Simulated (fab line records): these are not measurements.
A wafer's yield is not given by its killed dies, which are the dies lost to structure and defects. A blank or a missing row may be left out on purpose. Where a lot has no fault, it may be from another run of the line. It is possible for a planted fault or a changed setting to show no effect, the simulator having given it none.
Code-filled problem report in 8D (eight disciplines) form || flow sky130 || the parts of the form that need people (team, actions taken, sign-off) are left out

1. PROBLEM STATEMENT
SKY_VIA1_ETCH_15, oes product au: mean 0.851 a.u. over 1 wafer from 1 lot; wafers with no fault: 0.981 a.u., standard deviation 0.0056. Measured from the usual mean, that is -23 standard deviations.
The step: etches SiO2 in C4F8/O2/Ar, stops on TiN, target depth 351 nm, time 54 s.
Earliest sighting: wafer L168.1 on rie diel-03 at day 37 11:17. The record holds 39 wafers of 13 lots with a number at this step. The rule behind "out" and "out of limits": a value lying over 4 standard deviations away from the usual mean. Any other wafer with a number is counted as sound.

2. WHAT IT IS; WHAT IT IS NOT
{"question": "which readings at this step", "is": "oes product au", "is not": "-"}
{"question": "which lots", "is": "L168", "is not": "L157, L159, L160, L161, L162, L163, L165, L166, L176, L177, L179, L180"}
{"question": "which wafers of those lots", "is": "L168.1", "is not": "L168.3, L168.4"}
{"question": "read on which tools", "is": "rie diel-03", "is not": "rie diel-01, rie diel-02"}
{"question": "when", "is": "from day 37 11:17", "is not": "up to then (26 sound wafers); but 12 sound wafers of L176, L177, L179, L180 came after"}

3. SUSPECTS, AND WHAT RULES EACH OUT
Counting: a tool at a process step up to the reading stays a suspect if it ran every lot that is out. Sound lots after the first of them don't rule it out here, since some wafers of a struck lot are sound.
- pecvd-04 at SKY_CONTACT_CVD_00 (deposits Si3N4, target thk 75 nm): kept. It processed L168, the lot that is out, at day 34 00:45, and its most recent sound lot before then was L165 at day 33 09:16.
- rie diel-03 at SKY_VIA1_ETCH_15 (etches SiO2 in C4F8/O2/Ar, stops on TiN, target depth 351 nm, time 54 s): kept. It processed L168, the lot that is out, at day 37 11:17, and its most recent sound lot before then was L166 at day 36 23:03. On those wafers its own readings are out: oes product au.
- rie diel-03, SKY_VIA1_ETCH_15: wafers that are out in chamber 3, sound lot-mates in chambers 0, 1.
After counting, pecvd-04 at SKY_CONTACT_CVD_00 and rie diel-03 at SKY_VIA1_ETCH_15 remain.

4. THE CAUSE (what the simulator had put in)
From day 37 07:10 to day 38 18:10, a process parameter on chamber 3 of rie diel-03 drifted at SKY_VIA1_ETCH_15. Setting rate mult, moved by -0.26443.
This tool is one of the 2 suspects left after counting.

5. THE EFFECT CHAIN, in route order
Rows list readings where the struck wafers' mean (over those with a number) sits beyond 3 standard deviations from the usual. Only readings whose record carries a usual standard deviation are examined. hours: median over the lots of the time between each lot's start at the first step of this table that gives one and its start at this step. sigmas: the change, counted in usual standard deviations.
{"hours": 0, "step": "SKY_VIA1_ETCH_15", "reading": "oes product au", "usual": "0.981 a.u.", "on struck wafers": 0.851, "change": -0.130, "sigmas": -23}
{"hours": 0, "step": "SKY_VIA1_STRIP_16", "reading": "oes product au", "usual": "0.416 a.u.", "on struck wafers": 0.432, "change": "+0.016", "sigmas": "+3.5"}
{"hours": 0, "step": "SKY_VIA1_STRIP_16", "reading": "strip time to endpoint s", "usual": "4.458 s", "on struck wafers": 4.645, "change": "+0.187", "sigmas": "+9.3"}
The process steps in it:
- SKY_VIA1_ETCH_15: etches SiO2 in C4F8/O2/Ar, stops on TiN, target depth 351 nm, time 54 s.
- SKY_VIA1_STRIP_16: strips in O2/N2.

6. HOW IT WOULD HAVE BEEN CAUGHT EARLIER
The fault began at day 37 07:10; the first out-of-limits reading in this record came at day 37 11:17, 4 hours later.
